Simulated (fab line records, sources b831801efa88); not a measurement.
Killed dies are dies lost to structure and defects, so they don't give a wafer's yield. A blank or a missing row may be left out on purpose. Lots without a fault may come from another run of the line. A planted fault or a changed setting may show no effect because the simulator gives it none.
Which tool did it? | flow gf180mcu | 10 lots, 30 wafers sampled, at 4 steps of a route of 602

WHAT THE GAUGES READ, wafer by wafer
GF_MIM_THK_MEAS_06. Usual: MIM_CVD_05_THK 42.0 nm, standard deviation 0.58.
lot  | measured     | on            | MIM_CVD_05_THK (nm) | flag
L610 | day 24 19:43 | film_metro-04 | 42.5 43.1 42.6      |
L612 | day 25 12:16 | film_metro-01 | 42.1 41.6 42.1      |
L614 | day 26 06:02 | film_metro-04 | 42.0 41.7 42.9      |
L617 | day 27 02:50 | film_metro-04 | 41.4 42.6 42.3      |
L623 | day 29 00:47 | film_metro-04 | 40.9 41.8 41.6      |
L624 | day 29 06:04 | film_metro-01 | 41.8 41.8 42.4      |
L629 | day 30 17:07 | film_metro-01 | 42.1 42.3 42.4      |
L630 | day 30 20:31 | film_metro-02 | 41.6 42.5 42.8      |
L631 | day 31 02:43 | film_metro-02 | 40.9 41.2 41.1      |
L632 | day 31 16:23 | film_metro-04 | 41.0 41.6 42.3      |

GF_MIM_THK_MEAS_11: measures by xrf. Usual: MIM_ALCU_THK 202.3 nm, standard deviation 2.9.
lot  | measured     | on            | MIM_ALCU_THK (nm) | flag
L610 | day 24 20:00 | film_metro-02 | 198.2 202.8 200.2 |
L612 | day 25 12:33 | film_metro-04 | 204.9 204.9 204.6 |
L614 | day 26 06:19 | film_metro-02 | 202.7 203.8 203.8 |
L617 | day 27 03:07 | film_metro-02 | 201.3 200.9 202.3 |
L623 | day 29 01:04 | film_metro-02 | 202.1 203.6 200.5 |
L624 | day 29 06:21 | film_metro-04 | 203.1 202.1 204.7 |
L629 | day 30 17:24 | film_metro-04 | 217.7 215.7 216.0 | OFF
L630 | day 30 20:48 | film_metro-01 | 214.9 214.3 212.4 | OFF
L631 | day 31 03:00 | film_metro-01 | 199.8 200.9 198.8 |
L632 | day 31 16:40 | film_metro-04 | 203.5 200.8 201.8 |

WHICH TOOL RAN EACH LOT (tool, then ch and the chambers of the sampled wafers, then the start)
lot  | GF_MIM_SPUTTER_07            | GF_MIM_SPUTTER_09
L610 | pvd_sputter-03, day 24 19:46 | pvd_sputter-03, day 24 19:50
L612 | pvd_sputter-01, day 25 12:19 | pvd_sputter-01, day 25 12:23
L614 | pvd_sputter-03, day 26 06:05 | pvd_sputter-03, day 26 06:10
L617 | pvd_sputter-01, day 27 02:54 | pvd_sputter-01, day 27 02:58
L623 | pvd_sputter-02, day 29 00:49 | pvd_sputter-02, day 29 00:53
L624 | pvd_sputter-01, day 29 06:08 | pvd_sputter-01, day 29 06:12
L629 | pvd_sputter-03, day 30 17:11 | pvd_sputter-03, day 30 17:15
L630 | pvd_sputter-03, day 30 20:35 | pvd_sputter-03, day 30 20:39
L631 | pvd_sputter-03, day 31 02:46 | pvd_sputter-03, day 31 02:50
L632 | pvd_sputter-03, day 31 16:26 | pvd_sputter-03, day 31 16:30
- GF_MIM_SPUTTER_07: material TiN, target thk 60 nm, time 50 s.
- GF_MIM_SPUTTER_09: material TiN, target thk 35 nm, time 29.2 s.

WHAT THE TOOLS THEMSELVES READ (means of the sampled wafers that have a number; where no wafer has one, the mark that the record gives instead)
GF_MIM_SPUTTER_07. Usual: cathode_dc_power_W 6499.9 W, standard deviation 1; chamber_pressure_pa 0.4000 Pa, standard deviation 0.00082; throttle_valve_pct 30.1 %, standard deviation 1.4.
lot  | tool           | cathode_dc_power_W (W) | chamber_pressure_pa (Pa) | throttle_valve_pct (%) | flag
L610 | pvd_sputter-03 | 6500.1                 | 0.4001                   | 30.6                   |
L612 | pvd_sputter-01 | 6501.0                 | 0.3996                   | 30.2                   |
L614 | pvd_sputter-03 | 6499.5                 | 0.3999                   | 30.4                   |
L617 | pvd_sputter-01 | 6500.1                 | 0.4003                   | 29.8                   |
L623 | pvd_sputter-02 | 6500.4                 | 0.3991                   | 30.6                   |
L624 | pvd_sputter-01 | 6501.2                 | 0.3997                   | 29.5                   |
L629 | pvd_sputter-03 | 6498.9                 | 0.3996                   | 29.1                   |
L630 | pvd_sputter-03 | 6499.4                 | 0.4006                   | 30.2                   |
L631 | pvd_sputter-03 | 6499.5                 | 0.4007                   | 29.3                   |
L632 | pvd_sputter-03 | 6500.4                 | 0.3992                   | 29.2                   |

GF_MIM_SPUTTER_09. Usual: cathode_dc_power_W 6499.9 W, standard deviation 1.1; chamber_pressure_pa 0.3999 Pa, standard deviation 0.00084; throttle_valve_pct 30.2 %, standard deviation 1.4.
lot  | tool           | cathode_dc_power_W (W) | chamber_pressure_pa (Pa) | throttle_valve_pct (%) | flag
L610 | pvd_sputter-03 | 6500.0                 | 0.3996                   | 30.6                   |
L612 | pvd_sputter-01 | 6499.8                 | 0.3997                   | 30.1                   |
L614 | pvd_sputter-03 | 6499.3                 | 0.4000                   | 30.3                   |
L617 | pvd_sputter-01 | 6499.8                 | 0.4007                   | 29.7                   |
L623 | pvd_sputter-02 | 6500.6                 | 0.3984                   | 30.4                   |
L624 | pvd_sputter-01 | 6499.5                 | 0.4002                   | 29.5                   |
L629 | pvd_sputter-03 | -                      | -                        | -                      | OFF
L630 | pvd_sputter-03 | -                      | -                        | -                      | OFF
L631 | pvd_sputter-03 | 6499.9                 | 0.4003                   | 29.5                   |
L632 | pvd_sputter-03 | 6500.0                 | 0.3999                   | 29.2                   |

THE ANSWER, worked out from the rows above alone
Rule: a lot is off if the mean of its wafers that have a number lies more than 3 standard deviations from the usual mean. A lot without any number at a reading at which 4 lots or more have one is off too. The other lots that the step has rows for count as sound. The gauges are gone through in route order, then the tools' own readings, and for those a lot's mean is taken as printed above. The first step at which some lot is off is used, and at that step the reading that is off furthest; a lot without a number counts as furthest.
Off: L629, L630, at GF_MIM_THK_MEAS_11 (MIM_ALCU_THK).
A tool fits if, at a process step before that reading, it ran every lot that is off, and no sound lot after the first of them. The gauges at GF_MIM_THK_MEAS_11 aren't tried: what is off there is off at GF_MIM_SPUTTER_09 too, on other tools, and a gauge's error can't cause that. None of those tried fits.

WHAT THE SIMULATOR HAD PUT IN
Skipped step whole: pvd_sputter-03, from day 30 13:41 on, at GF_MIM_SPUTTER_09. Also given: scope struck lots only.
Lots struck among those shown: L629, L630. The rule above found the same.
